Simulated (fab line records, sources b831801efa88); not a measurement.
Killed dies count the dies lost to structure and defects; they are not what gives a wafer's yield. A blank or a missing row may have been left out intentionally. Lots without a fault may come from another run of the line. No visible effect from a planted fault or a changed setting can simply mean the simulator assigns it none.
8D (eight disciplines) problem report, filled in by code || flow sky130 || the parts of the form that need people (team, actions taken, sign-off) are left out

1. WHAT WENT WRONG
At SKY_CAP2M_METAL_ETCH_13, bias_w averages 50.14 W over 6 wafers from 2 lots, while fault-free wafers read 48.50 W, standard deviation 0.14. That is +12 standard deviations from the usual mean.
The step: etches TiN in Cl2/BCl3, stops on SiO2, target depth 220 nm, time 62.9 s.
First seen on wafer L864.1, day 44 12:59, on rie_metal-03. The record holds 36 wafers of 12 lots with a number at this step. The rule behind "out" and "out of limits": a value lying over 4 standard deviations away from the usual mean. The rest of the wafers with a number are treated as sound.

2. WHAT THIS IS AND IS NOT
{"question": "which readings at this step", "is": "bias_w", "is not": "drypump_motor_current_A, oes_product_au, throttle_valve_pct"}
{"question": "which lots", "is": "L864, L866", "is not": "L851, L852, L854, L855, L856, L857, L858, L859, L860, L871"}
{"question": "which wafers of those lots", "is": "all that have a number", "is not": "-"}
{"question": "read on which tools", "is": "rie_metal-03", "is not": "rie_metal-01, rie_metal-04"}
{"question": "when", "is": "from day 44 12:59", "is not": "up to then (27 sound wafers); but 3 sound wafers of L871 came after"}

3. THE SUSPECTS, EACH WITH WHAT RULES IT OUT
Counting: any tool at a process step up to the reading is kept as a suspect provided that every lot that is out went through it and no sound lot did after the first of them.
- rie_metal-03 at SKY_CAP2M_METAL_ETCH_13 (etches TiN in Cl2/BCl3, stops on SiO2, target depth 220 nm, time 62.9 s): kept. It processed each lot that is out, first L864 at day 44 12:59, and no sound lot thereafter; up to then, the last sound lot it processed was L859 at day 43 06:53. Its own readings are out on those wafers: bias_w.
Remaining after the count: rie_metal-03 at SKY_CAP2M_METAL_ETCH_13.

4. THE CAUSE (what the simulator had put in)
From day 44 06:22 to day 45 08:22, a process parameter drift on rie_metal-03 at SKY_CAP2M_METAL_ETCH_13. From 48.5, the setting bias_w moved by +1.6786. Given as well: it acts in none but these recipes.
After counting, this tool was the only one left.

5. THE EFFECT CHAIN, in route order
One row per reading whose mean, taken over the struck wafers that have a number, lies over 3 standard deviations from the usual. Only readings for which the record gives a usual standard deviation are gone through. hours: the time from each lot's start at the first step in this table that gives one to its start at this step, as a median over the lots. sigmas: the change in usual standard deviations.
{"hours": 0, "step": "SKY_CAP2M_METAL_ETCH_13", "reading": "bias_w", "usual": "48.50 W", "on struck wafers": 50.14, "change": "+1.64", "sigmas": "+12"}
It contains these process steps:
- SKY_CAP2M_METAL_ETCH_13: etches TiN in Cl2/BCl3, stops on SiO2, target depth 220 nm, time 62.9 s.

6. HOW IT WOULD HAVE BEEN CAUGHT EARLIER
First out-of-limits reading in this record: day 44 12:59, which is 7 hours after fault onset at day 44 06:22.
